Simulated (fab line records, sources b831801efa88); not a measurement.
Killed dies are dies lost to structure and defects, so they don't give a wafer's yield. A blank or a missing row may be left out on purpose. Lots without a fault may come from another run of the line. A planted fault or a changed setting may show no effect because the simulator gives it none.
fab line records | flow sky130
record lots=5 wafers=15 last_day=50
route steps=708 shown METAL4@627 VIA4@639 PAD_OPEN@708
lots that met no fault: from a run of the same line without faults
start_h: hours from the record's first day to the start of the lot's first wafer shown | wait_h: hours since the lot's step before | " the same as in the row above | L1.1+2: a row that stands for several wafers | - no value, or no start given | * or withheld: withheld | < > ~ a bound
route shown NAME@n: a module of which the file shows steps, and the number in the route of the first | usual: mean/standard deviation of fault-free wafers | same: alike in all rows | chamber/n: place in a boat | sites: the reading at each site | _std_site: their standard deviation | _edge_site: outer sites' mean less inner sites' | radius_mm: how far each site lies from the wafer's centre | mask NAME#n: copy n | behind: the tool/chamber that last shaped the wafer | hold: why the lot was held/for how many hours/how that ended | device: the transistor (n, p or np) that didn't switch | end of line: the same wafers' tests at the end of the route | a step without rows: its recipe alone | killed: dies lost to structure and defects at the first sort, not the wafer's yield | map: a wafer's dies, x killed, . not, _ none there
set.NAME: the setting as run; set.NAME@STEP: as run at that earlier step | model.NAME: the simulator's own value behind a step, which no gauge read
lots at some steps of the route; a table a step, a row a wafer
services: from which hour (start_h, from the record's first day; less than 0 if before it) a tool's chamber was out of use, for how many hours, and why
## steps
# step SKY_METAL4_PEB_11
# recipe peb_temp_c=withheld peb_time_s=withheld resist=KrF-thick
# step SKY_METAL4_DEVELOP_12
# recipe develop_time_s=60 resist=KrF-thick dev_temp_c=21
# step SKY_METAL4_CD_MEAS_13
# recipe target_cd_nm=300
# usual cd_nm=299.7/1.7
# columns lot.wafer tool chamber start_h wait_h cd_nm
L931.4 cd_sem-02 - 1011.98 - 300.0
L931.5 " - " " 300.6
L931.6 " - " " 299.4
L935.4 cd_sem-01 - 1038.56 - 301.9
L935.5 " - " " 300.5
L935.6 " - " " 301.0
L941.1 cd_sem-01 - 1079.57 - 302.3
L941.4 " - " " 301.6
L941.5 " - " " 300.5
L947.2 cd_sem-01 - 1105.69 - 298.0
L947.5 " - " " 297.0
L947.6 " - " " 296.2
L950.3 cd_sem-02 - 1123.19 - 300.4
L950.4 " - " " 299.5
L950.6 " - " " 299.1
# step SKY_METAL4_OVL_MEAS_14
# usual METAL4_OVL=1/6.7
# columns lot.wafer tool chamber start_h wait_h METAL4_OVL[nm]
L931.4 overlay-01 - 1012.06 0.1 4
L931.5 " - " " 3
L931.6 " - " " 9
L935.4 overlay-02 - 1038.64 0.1 2
L935.5 " - " " 12
L935.6 " - " " -2
L941.1 overlay-02 - 1079.72 0.1 -3
L941.4 " - " " 6
L941.5 " - " " -1
L947.2 overlay-01 - 1105.79 0.1 -3
L947.5 " - " " 6
L947.6 " - " " -2
L950.3 overlay-02 - 1123.28 0.1 8
L950.4 " - " " 0
L950.6 " - " " -4
# step SKY_METAL4_DESCUM_15
# recipe chemistry=O2 source_power_w=150 bias_power_w=0 pressure_mtorr=10 temp_c=40 time_s=8
# step SKY_METAL4_ETCH_16
# recipe chemistry=N2/H2 target=BARC ion_energy_ev=195.5 bias_w=100 pressure_mtorr=30 n2_flow_sccm=100 h2_flow_sccm=200 icp_w=500 stop_on=SiO2 time_s=88.2 target_depth_a=600
# usual drypump_motor_current_A=5.9/0.48 oes_product_au=0.625/0.0046 throttle_valve_pct=13.205/0.0091
# columns lot.wafer tool chamber start_h wait_h drypump_motor_current_A oes_product_au rf_hours_counter_h throttle_valve_pct
L931.4 rie_metal-04 1 1012.14 0.0 6.5 0.629 - 13.204
L931.5 " 0 " " 5.0 0.626 - 13.206
L931.6 " 1 " " 6.5 0.627 - 13.210
L935.4 rie_metal-03 1 1038.72 0.0 6.0 0.626 - 13.210
L935.5 " 1 " " 6.0 0.629 - 13.226
L935.6 " 0 " " 5.9 0.621 - 13.212
L941.1 rie_metal-02 1 1079.78 0.0 5.9 0.630 19 13.201
L941.4 " 1 " " 5.9 0.625 - 13.209
L941.5 " 0 " " 6.3 0.628 - 13.188
L947.2 rie_metal-04 1 1105.86 0.0 6.5 0.625 18 13.187
L947.5 " 0 " " 4.9 0.627 - 13.225
L947.6 " 1 " " 6.6 0.619 - 13.201
L950.3 rie_metal-03 1 1123.37 0.0 6.0 0.628 - 13.206
L950.4 " 0 " " 5.9 0.627 - 13.198
L950.6 " 1 " " 6.0 0.629 - 13.214
# step SKY_METAL4_ETCH_17
# recipe target=SiO2 stop_on=TiN chemistry=C4F8/O2/Ar source_w=1500 bias_w=1200 pressure_mtorr=40 c4f8_flow_sccm=withheld O2_flow_sccm=6 Ar_flow_sccm=300 time_s=3.9 target_depth_a=150
# usual oes_product_au=0.754/0.008
# columns lot.wafer tool chamber start_h wait_h oes_product_au rf_hours_counter_h
L931.4 rie_diel-02 3 1012.20 0.0 0.748 24
L931.5 " 1 " " 0.764 -
L931.6 " 0 " " 0.770 -
L935.4 rie_diel-03 3 1038.80 0.0 0.750 -
L935.5 " 0 " " 0.746 -
L935.6 " 2 " " 0.751 -
L941.1 rie_diel-03 0 1079.88 0.1 0.754 18
L941.4 " 1 " " 0.752 16
L941.5 " 0 " " 0.758 -
L947.2 rie_diel-03 2 1105.95 0.1 0.735 13
L947.5 " 1 " " 0.753 -
L947.6 " 2 " " 0.743 -
L950.3 rie_diel-03 0 1123.44 0.0 0.743 19
L950.4 " 1 " " 0.758 18
L950.6 " 0 " " 0.742 -
# step SKY_METAL4_METAL_ETCH_18
# recipe target_depth_a=8450 stop_on=SiO2 over_etch_frac=0.3 time_s=183.1 chemistry=Cl2/BCl3 resist_sidewall_deg=88 pressure_mtorr=10.44 icp_w=900 bias_w=48.5 Cl2_flow_sccm=60 bcl3_flow_sccm=30
# usual drypump_motor_current_A=5.9/0.51 mfc_cl2_sccm=59.99/0.19 oes_product_au=0.868/0.0072 throttle_valve_pct=21.757/0.0095
# columns lot.wafer tool chamber start_h wait_h drypump_motor_current_A mfc_cl2_sccm oes_product_au rf_hours_counter_h throttle_valve_pct
L931.4 rie_metal-03 0 1012.28 0.1 5.8 59.96 0.871 - 21.754
L931.5 " 1 " " 6.0 59.61 0.869 - 21.769
L931.6 " 0 " " 5.8 59.61 0.864 - 21.768
L935.4 rie_metal-02 0 1038.87 0.1 6.2 60.17 0.867 - 21.748
L935.5 " 0 " " 6.2 60.33 0.859 - 21.759
L935.6 " 1 " " 5.8 60.06 0.867 - 21.755
L941.1 rie_metal-03 1 1079.90 0.0 6.0 59.69 0.868 25 21.769
L941.4 " 0 " " 5.8 60.19 0.865 - 21.761
L941.5 " 0 " " 5.9 60.42 0.858 - 21.756
L947.2 rie_metal-03 0 1105.97 0.0 5.9 60.09 0.858 20 21.753
L947.5 " 0 " " 5.8 60.06 0.865 - 21.752
L947.6 " 1 " " 6.0 59.81 0.861 - 21.762
L950.3 rie_metal-04 1 1123.52 0.1 6.5 60.05 0.843 - 21.753
L950.4 " 0 " " 4.9 60.13 0.864 - 21.775
L950.6 " 0 " " 5.0 59.86 0.860 - 21.763
# step SKY_METAL4_STRIP_19
# recipe chemistry=O2/N2 power_w=1400 pressure_mtorr=1500 platen_temp_c=withheld o2_flow_sccm=3000 n2_flow_sccm=300 overash_fraction=0.5
# usual drypump_motor_current_A=5.6/0.35 oes_product_au=0.500/0.0067 strip_time_to_endpoint_s=6.49/0.11
# columns lot.wafer tool chamber start_h wait_h drypump_motor_current_A oes_product_au rf_hours_counter_h strip_time_to_endpoint_s
L931.4 plasma_asher-02 0 1012.43 0.1 5.8 0.507 - 6.62
L931.5 " 0 " " 5.8 0.505 - 6.56
L931.6 " 1 " " 5.8 0.505 - 6.63
L935.4 plasma_asher-01 1 1039.02 0.1 5.4 0.503 - 6.41
L935.5 " 1 " " 5.4 0.500 - 6.44
L935.6 " 0 " " 4.9 0.500 - 6.46
L941.1 plasma_asher-01 0 1080.08 0.1 4.9 0.496 98 6.49
L941.4 " 0 " " 4.9 0.507 - 6.63
L941.5 " 1 " " 5.4 0.504 - 6.59
L947.2 plasma_asher-01 0 1106.15 0.1 4.9 0.500 100 6.58
L947.5 " 0 " " 4.9 0.516 - 6.61
L947.6 " 1 " " 5.4 0.507 - 6.55
L950.3 plasma_asher-01 0 1123.67 0.1 4.9 0.503 - 6.60
L950.4 " 1 " " 5.4 0.495 - 6.52
L950.6 " 1 " " 5.4 0.505 - 6.56
# step SKY_METAL4_STRIP_20
# recipe chemistry=post_etch_residue_remover time_s=1200 temp_c=72.5
# step SKY_METAL4_CLEAN_21
# recipe chemistry=IPA time_s=180 temp_c=25
# step SKY_METAL4_CLEAN_22
# recipe chemistry=O3/DIW dry=n2_spin
# step SKY_VIA4_HDPCVD_00
# recipe material=SiO2 target_thk_nm=1750 sigma_open_frac=0.3 time_s=291.7 temp_c=400 sih4_flow_sccm=60 pressure_mtorr=6
# usual run_length_s=319.3/0.51
# columns lot.wafer tool chamber start_h wait_h run_length_s model.SiO2_of_VIA4_HDPCVD_00.thk_nm
L931.4 hdpcvd-02 0 1013.08 0.1 319.0 1738
L931.5 " 2 " " 319.0 1788
L931.6 " 1 " " 319.3 1773
L935.4 hdpcvd-02 1 1039.67 0.1 319.3 1762
L935.5 " 0 " " 318.9 1735
L935.6 " 2 " " 319.0 1766
L941.1 hdpcvd-01 2 1080.69 0.0 319.1 1723
L941.4 " 0 " " 319.5 1730
L941.5 " 1 " " 319.8 1720
L947.2 hdpcvd-02 1 1106.79 0.0 319.9 1768
L947.5 " 0 " " 340.2 1894
L947.6 " 1 " " 319.6 1775
L950.3 hdpcvd-01 0 1124.23 0.0 319.3 1751
L950.4 " 0 " " 319.4 1767
L950.6 " 1 " " 319.7 1762
# step SKY_VIA4_THK_MEAS_01
# recipe reads=SiO2_of_VIA4_HDPCVD_00
# usual VIA4_HDPCVD_THK=1748/24
# columns lot.wafer tool chamber start_h wait_h hold VIA4_HDPCVD_THK[nm]
L931.4 film_metro-01 - 1013.20 0.0 - 1739
L931.5 " - " " - 1786
L931.6 " - " " - 1772
L935.4 film_metro-04 - 1039.79 0.0 - 1763
L935.5 " - " " - 1736
L935.6 " - " " - 1767
L941.1 film_metro-02 - 1080.87 0.1 - 1723
L941.4 " - " " - 1729
L941.5 " - " " - 1719
L947.2 film_metro-02 - 1106.98 0.1 await_dispo/0.2h/release 1768
L947.5 " - " " await_dispo/0.2h/release 1893
L947.6 " - " " await_dispo/0.2h/release 1777
L947.2 film_metro-02 - 1107.32 0.3 - 1769
L947.5 " - " " - 1895
L947.6 " - " " - 1775
L950.3 film_metro-04 - 1124.43 0.1 - 1751
L950.4 " - " " - 1766
L950.6 " - " " - 1761
# step SKY_VIA4_CMP_02
# recipe material=SiO2 down_force_psi=4 platen_rpm=60 pad_velocity_m_s=0.94248
# usual edge_zone_pressure_frac=0.999/0.0052 motor_current_A=12.1/1.1 retaining_ring_pressure_frac=1.000/0.0051
# columns lot.wafer tool chamber start_h wait_h hold edge_zone_pressure_frac motor_current_A retaining_ring_pressure_frac
L931.4 cmp-01 2 1013.28 0.1 - 0.999 12.7 1.004
L931.6 " 1 " " - 0.996 11.6 1.008
L931.5 " 2 " " - 0.992 12.7 1.005
L935.4 cmp-01 3 1039.82 0.0 - 0.995 13.2 1.003
L935.5 " 3 " " - 1.002 13.3 1.001
L935.6 " 0 " " - 0.996 10.3 1.003
L941.1 cmp-02 0 1081.09 0.2 - 0.998 13.5 0.999
L941.4 " 1 " " - 1.004 12.2 1.003
L941.5 " 3 " " - 1.002 13.3 1.006
L947.2 cmp-02 1 1110.19 2.9 await_dispo/2.5h/release 0.994 13.2 0.994
L947.6 " 1 " " await_dispo/2.5h/release 0.998 12.6 0.993
L947.5 " 2 " " await_dispo/2.5h/release 0.998 11.7 1.002
L950.3 cmp-01 1 1124.47 0.0 - 0.990 11.9 1.002
L950.4 " 3 " " - 0.995 13.8 1.006
L950.6 " 2 " " - 0.993 12.3 0.999
# step SKY_PAD_OPEN_PROBE_99
# usual defect_limited_yield=82.4/1.9 killed_at_M0_to_M3=44/6.5 killed_at_M4_up=3.0/1.5 killed_at_contacts=25/5.1 killed_at_front_end=14/4.1 killed_at_other=0.3/0.57 killed_dies=87/9.5 killed_open=48/6.8 killed_short=39/6.2 sort_bin_3_pad_short=0.8/0.42 sort_bin_5_function=10.4/1.4 sort_bin_6_memory=6.3/1.2 sort_n_pass=405/9.5 sort_yield_pct=82.4/1.9
# same gross_dies=492 killed_at_back_side=0 sort_bin_4_leakage[%]=0 sort_bin_8_speed[%]=0
# columns lot.wafer tool chamber start_h wait_h defect_limited_yield[%] killed_at_M0_to_M3 killed_at_M4_up killed_at_contacts killed_at_front_end killed_at_other killed_dies killed_open killed_short sort_bin_3_pad_short[%] sort_bin_5_function[%] sort_bin_6_memory[%] sort_n_pass sort_yield_pct[%]
L931.4 prober-02 - 1104.82 0.2 79.5 50 2 28 20 1 101 52 48 1.4 12.0 7.1 391 79.5
L931.5 prober-02 - 1104.87 0.2 80.9 46 2 26 20 0 94 46 48 1.6 10.0 7.5 398 80.9
L931.6 prober-02 - 1104.92 0.2 83.1 37 3 28 13 2 83 46 36 0.2 10.2 6.5 409 83.1
L947.2 prober-02 - 1186.56 0.1 81.3 47 3 25 17 0 92 39 53 1.6 11.4 5.7 400 81.3
L947.5 prober-02 - 1186.71 0.2 81.5 37 3 32 19 0 91 50 41 1.6 11.4 5.5 401 81.5
L947.6 prober-02 - 1186.76 0.2 82.3 41 2 27 17 0 87 47 40 1.0 10.4 6.3 405 82.3
# killed by level:class
L931.4 CONTACT:geometric_particle:open=13 VIA1:geometric_particle:open=10 VIA1:geometric_particle:short=8 LI_CONTACT:geometric_particle:open=7 POLY_GATE:geometric_particle:short=6 METAL2:geometric_particle:short=6 VIA3:geometric_particle:open=5 VIA2:geometric_particle:short=5
L931.5 CONTACT:geometric_particle:open=11 VIA2:geometric_particle:open=11 METAL1:geometric_particle:short=8 POLY_GATE:geometric_particle:short=6 METAL2:geometric_particle:short=5 VIA3:geometric_particle:open=5 FIELD_ISO:geometric_particle:short=4 LI_CONTACT:geometric_particle:open=4
L931.6 VIA1:geometric_particle:open=11 CONTACT:geometric_particle:open=7 LI_CONTACT:geometric_particle:short=6 LOCAL_INTERCONNECT:geometric_particle:short=5 CONTACT:geometric_particle:short=5 VIA2:geometric_particle:open=5 VIA3:geometric_particle:open=5 LI_CONTACT:geometric_particle:open=4
L947.2 METAL1:geometric_particle:short=11 FIELD_ISO:geometric_particle:short=9 CONTACT:geometric_particle:open=7 VIA3:geometric_particle:open=7 VIA2:geometric_particle:open=6 CONTACT:geometric_particle:short=6 VIA1:geometric_particle:open=6 LI_CONTACT:geometric_particle:open=4
L947.5 CONTACT:geometric_particle:open=11 METAL1:geometric_particle:short=9 VIA1:geometric_particle:open=9 VIA2:geometric_particle:open=7 LI_CONTACT:geometric_particle:open=6 CONTACT:geometric_particle:short=6 FIELD_ISO:geometric_particle:short=5 FIELD_ISO:geometric_particle:open=4
L947.6 VIA1:geometric_particle:open=15 LI_CONTACT:geometric_particle:open=9 METAL1:geometric_particle:short=7 FIELD_ISO:geometric_particle:open=6 POLY_GATE:geometric_particle:short=4 LI_CONTACT:geometric_particle:short=4 LOCAL_INTERCONNECT:geometric_particle:open=4 CONTACT:geometric_particle:short=4
## services
# columns tool chamber start_h hours kind
cmp-02 - 1028.33 2.2 repair
rie_metal-04 - 1033.76 0.1 repair
hdpcvd-02 - 1033.94 0.5 repair
rie_diel-03 1 1034.36 6.4 repair
hdpcvd-01 1 1047.59 12.4 repair
cmp-01 - 1049.66 1.7 repair
rie_metal-02 0 1052.77 5.5 repair
plasma_asher-02 - 1053.56 4.3 pm
cmp-02 - 1058.57 3.3 repair
rie_metal-02 0 1061.45 3.1 repair
rie_diel-02 1 1063.89 4.0 repair
rie_diel-03 - 1069.95 0.6 repair
plasma_asher-02 - 1074.12 4.5 repair
cmp-02 - 1074.14 2.7 repair
cmp-01 - 1081.79 4.0 pm
rie_metal-03 1 1081.91 - clean
rie_metal-03 1 1081.91 17.1 scheduled_down
cmp-01 - 1082.52 0.4 repair
plasma_asher-02 - 1085.22 1.6 repair
cmp-02 - 1087.92 0.8 repair
rie_diel-02 3 1089.00 9.9 repair
rie_diel-02 - 1093.22 0.4 repair
plasma_asher-01 - 1093.73 1.8 repair
rie_diel-02 2 1114.40 2.3 repair
## key
first_sign step=SKY_VIA4_HDPCVD_00 reading=run_length_s direction=up sigmas=41 usual=* struck=*
effect step=SKY_VIA4_THK_MEAS_01 reading=visit direction=added
effect step=SKY_VIA4_THK_MEAS_01 reading=VIA4_HDPCVD_THK direction=up sigmas=6.2 usual=1748 struck=1893
model_effect step=SKY_VIA4_HDPCVD_00 value=SiO2_of_VIA4_HDPCVD_00.thk_nm without=1768 struck=1894
met_at SKY_VIA4_HDPCVD_00
struck_wafers L947.5
onset_between 1039.67 1106.79
fault kind=process_parameter_drift tool=hdpcvd-02 chamber=- onset_h=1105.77 steps=SKY_VIA4_HDPCVD_00 channel=time_s offset=* shape=step end_h=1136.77 scope=struck_wafers_only acts_in=* stated=*
